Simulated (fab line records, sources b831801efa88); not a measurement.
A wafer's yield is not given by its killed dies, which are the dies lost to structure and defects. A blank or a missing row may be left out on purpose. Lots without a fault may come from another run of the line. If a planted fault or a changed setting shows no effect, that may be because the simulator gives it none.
Problem report, 8D (eight disciplines) form, completed by code | flow gf180mcu | the parts of the form that need people (team, actions taken, sign-off) are left out

## 1. PROBLEM STATEMENT
Wafers without a fault read 127.4 s, standard deviation 2.6; runLengthS at GF_SALICIDE_WET_ETCH_01 reads a mean of 205.4 s on 6 wafers belonging to 2 lots. Relative to the usual mean, that is a shift of +30 standard deviations.
The step: etches SiO2 in dHF, target depth 5 nm, time 100 s.
Seen first at day 19 20:47 on wetBench-01, wafer L511.1. The record holds 18 wafers of 6 lots with a number at this step. Rule for "out", or "out of limits": more than 4 standard deviations from the usual mean. The other wafers with a number count as sound.

## 2. WHAT THIS IS AND IS NOT
question                    | is                     | is not
which readings at this step | runLengthS             | -
which lots                  | L511, L512             | L499, L504, L510, L521
which wafers of those lots  | all that have a number | -
read on which tools         | wetBench-01            | wetBench-03, wetBench-04
when                        | from day 19 20:47      | up to then (9 sound wafers); but 3 sound wafers of L521 came after

## 3. WHAT RULES OUT EACH SUSPECT
Counting: any tool at a process step up to the reading is kept as a suspect provided that every lot that is out went through it and no sound lot did after the first of them.
- wetBench-01 at GF_SALICIDE_WET_ETCH_01 (etches SiO2 in dHF, target depth 5 nm, time 100 s): ruled out as a lasting fault. After its first lot that is out, L511 (day 19 20:47), sound lots L521 ran on it.
Left after counting: nothing in the record.

## 4. THE CAUSE (what the simulator had put in)
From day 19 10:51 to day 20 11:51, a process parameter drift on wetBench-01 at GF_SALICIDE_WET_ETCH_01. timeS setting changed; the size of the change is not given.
Counting ruled it out, wrongly.

## 5. SEQUENCE OF EFFECTS, ordered by route
Each row: a reading whose mean over the struck wafers that have a number lies more than 3 standard deviations from the usual. Only readings for which the record gives a usual standard deviation are gone through. hours: the time from each lot's start at the first step in this table that gives one to its start at this step, as a median over the lots. sigmas: the change in usual standard deviations.
hours | step                    | reading    | usual   | on struck wafers | change | sigmas
0     | GF_SALICIDE_WET_ETCH_01 | runLengthS | 127.4 s | 205.4            | +78.0  | +30
It contains these process steps:
- GF_SALICIDE_WET_ETCH_01: etches SiO2 in dHF, target depth 5 nm, time 100 s.

## 6. HOW IT WOULD HAVE BEEN CAUGHT EARLIER
In this record the first reading out of limits was taken at day 19 20:47, 10 hours after the fault began at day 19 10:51.
